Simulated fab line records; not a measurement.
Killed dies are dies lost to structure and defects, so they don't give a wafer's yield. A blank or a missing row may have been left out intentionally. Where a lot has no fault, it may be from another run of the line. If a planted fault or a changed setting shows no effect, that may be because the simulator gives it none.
fab line records ; flow sky130
record lots=6; wafers=17; last_day=50
route steps=708 shown VT_ADJUST_LVTN@110 VT_ADJUST_NCORE@119 PAD_OPEN@708
lots with no fault: from the same line, run without faults
start_h: the number of hours between the record's first day and the start of the first shown wafer of the lot ; wait_h: time in hours since the lot's previous step ; " the same as in the row above ; L1.1+2: a single row standing in for several wafers ; - no value, or no start was given ; * or withheld: withheld ; < > ~ a bound
route shown NAME@n: names a module that has steps shown in the file, with the first one's number in the route ; usual: mean/standard deviation of fault-free wafers ; same: alike in all rows ; chamber/n: place in a boat ; sites: each site's reading ; _std_site: the standard deviation of these ; _edge_site: inner sites' mean taken away from outer sites' mean ; radius_mm: how far each site lies from the wafer's centre ; mask NAME#n: copy n ; behind: the most recent tool/chamber to have shaped the wafer ; hold: cause of the lot's hold/its duration in hours/its outcome ; device: the transistor (n, p or np) that didn't switch ; end of line: the tests these same wafers got at the end of their route ; a step with no rows: only its recipe ; killed: count of dies lost to structure and defects at first sort (not the wafer's yield) ; map: dies across one wafer; x = killed, . = not, _ = none there
set.NAME: the setting that was run; set.NAME@STEP: the one run at that earlier step ; model.NAME: the simulator's own value behind a step, which no gauge read
certain route steps with their lots: each step a table, each wafer a row
services: from which hour (start_h, from the record's first day; less than 0 if before it) a tool's chamber was out of use, for how many hours, and why
## steps
# step SKY_VT_ADJUST_LVTN_COAT_13
# recipe resist=NOVOLAK; spin_rpm=3000; resist_thk_nm=1140
# step SKY_VT_ADJUST_LVTN_SOFTBAKE_14
# recipe temp_c=90; time_s=60; resist=NOVOLAK
# step SKY_VT_ADJUST_LVTN_EXPOSE_15
# recipe mask_id=HVN_STD_DERIVED; na=0.6; source_shape=conventional; sigma_outer=0.6; polarization=unpolarized; target_cd_nm=600; dose_mj=163
# step SKY_VT_ADJUST_LVTN_PEB_16
# recipe temp_c=withheld; time_s=*; resist=NOVOLAK
# step SKY_VT_ADJUST_LVTN_DEVELOP_17
# recipe resist=NOVOLAK; developer=TMAH; develop_time_s=60; dev_temp_c=23
# step SKY_VT_ADJUST_LVTN_OVL_MEAS_18
# usual VT_ADJUST_LVTN_01_OVL=0.7/1.5
lot.wafer;tool;chamber;start_h;wait_h;VT_ADJUST_LVTN_01_OVL[nm]
L769.1;overlay-02;-;188.21;0.1;1.7
L769.5;overlay-02;-;188.21;0.1;1.8
L769.6;overlay-02;-;188.21;0.1;0.2
L773.2;overlay-02;-;212.65;0.1;-0.4
L773.5;overlay-02;-;212.65;0.1;-1.7
L773.6;overlay-02;-;212.65;0.1;-2.4
L781.1;overlay-01;-;270.45;0.1;-0.1
L781.2;overlay-01;-;270.45;0.1;-0.3
L781.3;overlay-01;-;270.45;0.1;-0.7
L784.1;overlay-02;-;293.46;0.1;1.3
L784.6;overlay-02;-;293.46;0.1;2.2
L787.3;overlay-02;-;311.47;0.1;-0.4
L787.5;overlay-02;-;311.47;0.1;-0.2
L787.6;overlay-02;-;311.47;0.1;-0.9
L788.2;overlay-01;-;318.07;0.1;0.7
L788.3;overlay-01;-;318.07;0.1;2.2
L788.6;overlay-01;-;318.07;0.1;1.3
# step SKY_VT_ADJUST_LVTN_IMPLANT_19
# recipe species=B; energy_kev=30; dose_cm2=6.5e+11; tilt_deg=withheld
# step SKY_VT_ADJUST_LVTN_STRIP_20
# recipe chemistry=O2/N2; power_w=1400; pressure_mtorr=1500; platen_temp_c=withheld; o2_flow_sccm=3000; n2_flow_sccm=300; overash_fraction=0.5
# usual drypump_motor_current_A=6.11/0.2; oes_product_au=0.716/0.0045; strip_time_to_endpoint_s=14.18/0.039
lot.wafer;tool;chamber;start_h;wait_h;drypump_motor_current_A;oes_product_au;rf_hours_counter_h;strip_time_to_endpoint_s
L769.1;plasma_asher-01;0;188.40;0.1;5.82;0.706;39;14.17
L769.5;plasma_asher-01;1;188.40;0.1;6.37;0.712;-;14.24
L769.6;plasma_asher-01;0;188.40;0.1;5.82;0.719;-;14.20
L773.2;plasma_asher-01;1;212.83;0.1;6.39;0.725;42;14.08
L773.5;plasma_asher-01;0;212.83;0.1;5.83;0.722;-;14.14
L773.6;plasma_asher-01;1;212.83;0.1;6.36;0.723;-;14.16
L781.1;plasma_asher-01;0;270.63;0.1;5.84;0.712;47;14.20
L781.2;plasma_asher-01;1;270.63;0.1;6.39;0.711;47;14.21
L781.3;plasma_asher-01;1;270.63;0.1;6.38;0.719;-;14.21
L784.1;plasma_asher-01;0;293.65;0.1;5.85;0.713;49;14.16
L784.6;plasma_asher-01;1;293.65;0.1;6.36;0.714;-;14.16
L787.3;plasma_asher-04;1;311.68;0.1;6.25;0.721;-;14.14
L787.5;plasma_asher-04;0;311.68;0.1;6.34;0.713;-;14.16
L787.6;plasma_asher-04;1;311.68;0.1;6.20;0.715;-;14.18
L788.2;plasma_asher-03;0;318.25;0.1;5.97;0.711;62;14.23
L788.3;plasma_asher-03;0;318.25;0.1;6.00;0.715;-;14.23
L788.6;plasma_asher-03;1;318.25;0.1;6.15;0.713;-;14.24
# step SKY_VT_ADJUST_LVTN_TW_MEAS_21
# usual VT_ADJUST_LVTN_2_TW=189.4/1.3
lot.wafer;tool;chamber;start_h;wait_h;VT_ADJUST_LVTN_2_TW
L769.1;film_metro-03;-;188.50;0.1;191.5
L769.5;film_metro-03;-;188.50;0.1;189.7
L769.6;film_metro-03;-;188.50;0.1;189.9
L773.2;film_metro-03;-;212.94;0.1;191.2
L773.5;film_metro-03;-;212.94;0.1;191.6
L773.6;film_metro-03;-;212.94;0.1;191.2
L781.1;film_metro-01;-;270.73;0.1;190.6
L781.2;film_metro-01;-;270.73;0.1;189.6
L781.3;film_metro-01;-;270.73;0.1;190.4
L784.1;film_metro-02;-;293.75;0.1;187.6
L784.6;film_metro-02;-;293.75;0.1;188.0
L787.3;film_metro-02;-;311.76;0.1;188.8
L787.5;film_metro-02;-;311.76;0.1;187.2
L787.6;film_metro-02;-;311.76;0.1;187.2
L788.2;film_metro-03;-;318.36;0.1;191.2
L788.3;film_metro-03;-;318.36;0.1;189.8
L788.6;film_metro-03;-;318.36;0.1;190.7
# step SKY_VT_ADJUST_NCORE_DEHYDRATE_00
# recipe temp_c=200; time_s=60
# step SKY_VT_ADJUST_NCORE_HMDS_01
# recipe prime_time_s=60; prime_temp_c=120
# step SKY_VT_ADJUST_NCORE_COAT_02
# recipe resist=NOVOLAK; spin_rpm=3000; resist_thk_nm=1140
# step SKY_VT_ADJUST_NCORE_SOFTBAKE_03
# recipe temp_c=90; time_s=60; resist=NOVOLAK
# usual heater_power_total_W=56.59/0.047; run_length_s=89.02/0.13
lot.wafer;tool;chamber;start_h;wait_h;heater_power_total_W;run_length_s
L769.1;litho_track-03;0;198.50;0.1;56.58;88.92
L769.5;litho_track-03;0;198.50;0.1;56.55;88.90
L769.6;litho_track-03;0;198.50;0.1;56.60;89.15
L773.2;litho_track-01;0;224.32;0.1;56.63;88.84
L773.5;litho_track-01;0;224.32;0.1;56.52;88.94
L773.6;litho_track-01;0;224.32;0.1;56.52;88.92
L781.1;litho_track-03;0;282.60;0.1;56.61;88.87
L781.2;litho_track-03;0;282.60;0.1;62.25;74.21
L781.3;litho_track-03;0;282.60;0.1;56.61;89.12
L784.1;litho_track-03;0;305.90;0.1;56.61;88.97
L784.6;litho_track-03;0;305.90;0.1;62.25;74.37
L787.3;litho_track-01;0;324.69;0.1;56.58;88.95
L787.5;litho_track-01;0;324.69;0.1;56.64;88.86
L787.6;litho_track-01;0;324.69;0.1;56.55;88.87
L788.2;litho_track-01;0;331.97;0.1;56.60;88.90
L788.3;litho_track-01;0;331.97;0.1;56.56;88.91
L788.6;litho_track-01;0;331.97;0.1;56.63;88.94
# step SKY_VT_ADJUST_NCORE_EXPOSE_04
# recipe mask_id=LVTN_COMPLEMENT_THIN; na=0.6; source_shape=conventional; sigma_outer=0.6; polarization=unpolarized; target_cd_nm=380; dose_mj=139
# step SKY_VT_ADJUST_NCORE_PEB_05
# recipe temp_c=withheld; time_s=*; resist=NOVOLAK
# step SKY_VT_ADJUST_NCORE_DEVELOP_06
# recipe resist=NOVOLAK; developer=TMAH; develop_time_s=60; dev_temp_c=23
lot.wafer;tool;chamber;start_h;wait_h;model.NOVOLAK_of_VT_ADJUST_NCORE_COAT_02.thk_nm
L769.1;litho_track-03;0;208.75;0.1;1141
L769.5+6;litho_track-03;0;208.75;0.1;1139
L773.2;litho_track-02;0;234.88;0.1;1141
L773.5;litho_track-02;0;234.88;0.1;1142
L773.6;litho_track-02;0;234.88;0.1;1144
L781.1;litho_track-03;0;295.40;0.1;1140
L781.2;litho_track-03;0;295.40;0.1;1147
L781.3;litho_track-03;0;295.40;0.1;1141
L784.1;litho_track-02;0;319.01;0.1;1139
L784.6;litho_track-02;0;319.01;0.1;1148
L787.3;litho_track-03;0;337.50;0.1;1139
L787.5;litho_track-03;0;337.50;0.1;1142
L787.6;litho_track-03;0;337.50;0.1;1144
L788.2+6;litho_track-02;0;345.13;0.1;1139
L788.3;litho_track-02;0;345.13;0.1;1143
# step SKY_VT_ADJUST_NCORE_CD_MEAS_07
# recipe target_cd_nm=380
# usual cd_nm=379.9/2.3
lot.wafer;tool;chamber;start_h;wait_h;cd_nm
L769.1;cd_sem-01;-;208.90;0.1;377.3
L769.5;cd_sem-01;-;208.90;0.1;378.1
L769.6;cd_sem-01;-;208.90;0.1;378.6
L773.2;cd_sem-02;-;235.03;0.1;380.5
L773.5;cd_sem-02;-;235.03;0.1;381.3
L773.6;cd_sem-02;-;235.03;0.1;380.8
L781.1;cd_sem-01;-;295.55;0.1;379.9
L781.2;cd_sem-01;-;295.55;0.1;378.2
L781.3;cd_sem-01;-;295.55;0.1;376.7
L784.1;cd_sem-02;-;319.16;0.1;378.9
L784.6;cd_sem-02;-;319.16;0.1;378.0
L787.3;cd_sem-01;-;337.64;0.1;378.1
L787.5;cd_sem-01;-;337.64;0.1;380.6
L787.6;cd_sem-01;-;337.64;0.1;374.6
L788.2;cd_sem-02;-;345.28;0.1;378.0
L788.3;cd_sem-02;-;345.28;0.1;375.1
L788.6;cd_sem-02;-;345.28;0.1;378.4
# step SKY_PAD_OPEN_PROBE_99
# usual killed_at_M0_to_M3=44/6.8; killed_at_M4_up=3.2/1.7; killed_at_contacts=24/4.9; killed_at_front_end=14/4.1; killed_at_other=0.2/0.51; killed_dies=85/8.7; killed_on_rim=16/4; killed_open=46/6.8; killed_short=39/6.1
# same gross_dies=492; killed_at_back_side=0
lot.wafer;tool;chamber;start_h;wait_h;killed_at_M0_to_M3;killed_at_M4_up;killed_at_contacts;killed_at_front_end;killed_at_other;killed_dies;killed_on_rim;killed_open;killed_short
L769.1;prober-02;-;1098.59;0.1;55;1;22;18;0;96;16;52;44
L769.5;prober-02;-;1098.79;0.2;31;7;23;14;0;75;14;40;35
L769.6;prober-02;-;1098.84;0.2;47;6;17;10;0;80;20;49;31
L781.1;prober-02;-;1171.22;0.1;49;7;14;16;1;87;15;43;44
L784.1;prober-02;-;1184.41;0.1;33;0;31;7;1;72;16;44;28
# killed by level:class
L769.1 VIA1:geometric_particle:open=13 FIELD_ISO:geometric_particle:open=7 CONTACT:geometric_particle:short=7 VIA1:geometric_particle:short=7 METAL2:geometric_particle:short=7 VIA3:geometric_particle:open=7 LI_CONTACT:geometric_particle:open=6 VIA2:geometric_particle:open=6
L769.5 CONTACT:geometric_particle:open=9 LI_CONTACT:geometric_particle:open=7 VIA1:geometric_particle:open=7 POLY_GATE:geometric_particle:short=5 METAL4:geometric_particle:short=5 FIELD_ISO:geometric_particle:short=4 METAL2:geometric_particle:short=4 VIA3:geometric_particle:open=4
L769.6 VIA1:geometric_particle:open=12 VIA3:geometric_particle:open=9 VIA2:geometric_particle:open=7 CONTACT:geometric_particle:open=6 FIELD_ISO:geometric_particle:open=4 METAL4:geometric_particle:short=4 LOCAL_INTERCONNECT:geometric_particle:short=3 CONTACT:geometric_particle:short=3
L781.1 VIA1:geometric_particle:open=11 METAL1:geometric_particle:short=7 VIA1:geometric_particle:short=7 VIA3:geometric_particle:open=7 METAL4:geometric_particle:short=6 CONTACT:geometric_particle:open=6 VIA2:geometric_particle:short=6 METAL2:geometric_particle:short=5
L784.1 CONTACT:geometric_particle:open=10 VIA1:geometric_particle:open=10 LI_CONTACT:geometric_particle:open=8 LI_CONTACT:geometric_particle:short=6 METAL2:geometric_particle:short=6 VIA2:geometric_particle:open=6 LOCAL_INTERCONNECT:geometric_particle:short=4 POLY_GATE:geometric_particle:open=3
## services
tool;chamber;start_h;hours;kind
plasma_asher-04;-;179.25;1.2;repair
plasma_asher-03;-;271.20;0.9;repair
plasma_asher-03;-;333.44;2.8;pm
## key
first_sign step=SKY_VT_ADJUST_NCORE_SOFTBAKE_03; reading=heater_power_total_W; direction=up; sigmas=99+; usual=*; struck=*
effect step=SKY_VT_ADJUST_NCORE_SOFTBAKE_03; reading=run_length_s; direction=down; sigmas=99+; usual=*; struck=*
model_effect step=SKY_VT_ADJUST_NCORE_DEVELOP_06; value=NOVOLAK_of_VT_ADJUST_NCORE_COAT_02.thk_nm; without=1141; struck=1147
met_at SKY_VT_ADJUST_NCORE_SOFTBAKE_03
struck_wafers L781.2,L784.6
tester_left_out L781,L784
onset_between 198.50 282.60
fault kind=process_parameter_drift; tool=litho_track-03; chamber=-; onset_h=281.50; steps=SKY_VT_ADJUST_NCORE_SOFTBAKE_03; channel=time_s; offset=*; shape=step; end_h=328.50; scope=struck_wafers_only; acts_in=*; stated=*
# tester_left_out: of these lots the tester's yield and bins aren't shown, on N5 and GAA mostly nor the transistor test; their killed dies are dies lost to structure and defects alone, not to doping, threshold or leakage, so they don't give the yield
